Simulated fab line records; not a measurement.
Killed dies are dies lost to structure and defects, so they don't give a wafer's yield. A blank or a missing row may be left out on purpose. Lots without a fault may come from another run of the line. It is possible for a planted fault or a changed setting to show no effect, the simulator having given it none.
Which tool was responsible? / flow sky130 / 7 lots (21 wafers sampled), 1 step of a 708-step route

== WHAT THE GAUGES READ, wafer by wafer ==
SKY_POLY_GATE_OVL_MEAS_14.
lot=L312; measured=day 16 13:46; on=overlay-02; POLY_GATE_OVL (nm)=-1 5 -5
lot=L315; measured=day 17 11:50; on=overlay-02; POLY_GATE_OVL (nm)=-2 -4 0
lot=L318; measured=day 19 04:54; on=overlay-02; POLY_GATE_OVL (nm)=9 -2 7
lot=L321; measured=day 19 19:49; on=overlay-01; POLY_GATE_OVL (nm)=-11 -8 -3
lot=L322; measured=day 21 09:29; on=overlay-01; POLY_GATE_OVL (nm)=-2 -9 -1
lot=L326; measured=day 22 08:06; on=overlay-01; POLY_GATE_OVL (nm)=0 5 3
lot=L332; measured=day 23 19:14; on=overlay-02; POLY_GATE_OVL (nm)=-5 -1 -7

== EACH LOT AND THE TOOL THAT RAN IT (in order: tool; ch and the chambers of the sampled wafers; start) ==
Record: no process step prior to these readings.

== THE ANSWER, worked out from the rows above alone ==
Rule: the lots themselves supply what counts as usual. The widest of any qualifying gaps counts: lots, ordered by their means at a reading, are off when they make up no more than a third of the lots, leave a main group of 4 or more, and stand apart from it by 3 or more times the standard deviation of that group's means. A main group whose means are all the same, to the digits that the tables above print for the reading, isn't used. Also off: a lot with no number at a reading for which 4 or more lots have one. Any other lot the step has rows for is counted as sound.
No lot is off on any of the readings shown, so nothing can be concluded from this.

== WHAT THE SIMULATOR PUT IN ==
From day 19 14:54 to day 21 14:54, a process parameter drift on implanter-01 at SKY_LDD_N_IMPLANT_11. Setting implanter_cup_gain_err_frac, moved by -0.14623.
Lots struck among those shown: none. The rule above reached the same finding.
